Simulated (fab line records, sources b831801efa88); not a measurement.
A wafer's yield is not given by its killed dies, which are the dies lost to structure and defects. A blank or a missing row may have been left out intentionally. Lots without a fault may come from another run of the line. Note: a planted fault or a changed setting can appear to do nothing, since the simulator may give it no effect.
Chamber matching -- flow gf180mcu -- GF_CONTACT_CVD_00 on hdpcvd-01 has 3 sister chambers
The step deposits SiO2, target thk 300 nm, time 50 s. 21 wafers are shown with their chamber, then 10 later ones without.

WAFERS WITH THEIR CHAMBER
wafer,chamber,sih4 flow sccm (sccm)
L661.2,2,59.79
L661.4,2,59.80
L661.6,1,59.85
L663.2,2,59.61
L663.5,0,59.68
L663.6,1,60.14
L664.3,0,59.74
L664.4,0,60.12
L664.6,2,60.07
L665.1,0,59.95
L665.3,1,59.72
L665.5,0,60.10
L666.2,2,60.20
L666.3,1,59.88
L666.5,2,59.88
L669.3,1,59.97
L669.4,1,60.14
L670.3,2,59.87
L670.5,1,60.11
L680.2,0,60.18
L680.3,1,59.81

SIGNATURES, as means of the wafers listed above
reading,chamber 0,chamber 1,chamber 2,scatter within a chamber
sih4 flow sccm,59.9617,59.9525,59.8886,0.187
Rule: for each reading, subtract the chamber's mean from the wafer's reading, divide by that reading's scatter and square the result; add these up over the readings and take the root, which gives the wafer's distance from the chamber. The wafer belongs to the nearest chamber; if the next one is less than 2 further off, it can't be placed. The scatter: the root of (the sum of the squares of (reading less its chamber's mean) over the shown wafers, divided by (wafers less chambers)).

WAFERS MISSING THEIR CHAMBER
wafer,sih4 flow sccm (sccm)
L680.6,60.19
L682.2,59.99
L682.3,59.93
L682.6,59.92
L681.4,60.01
L681.5,59.92
L681.6,59.75
L683.1,59.98
L683.2,59.75
L683.3,60.05

WHICH CHAMBER EACH WENT THROUGH
wafer,from the rows above,in truth
L680.6,can't be placed: 0 or 1 or 2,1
L682.2,can't be placed: 0 or 1 or 2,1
L682.3,can't be placed: 1 or 0 or 2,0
L682.6,can't be placed: 2 or 1 or 0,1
L681.4,can't be placed: 0 or 1 or 2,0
L681.5,can't be placed: 2 or 1 or 0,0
L681.6,can't be placed: 2 or 1 or 0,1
L683.1,can't be placed: 0 or 1 or 2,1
L683.2,can't be placed: 2 or 1 or 0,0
L683.3,can't be placed: 0 or 1 or 2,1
Placed correctly: 0 of 10. From these rows, 10 cannot be placed; in 10 the true chamber is one of the candidates. Number placed wrongly: 0.
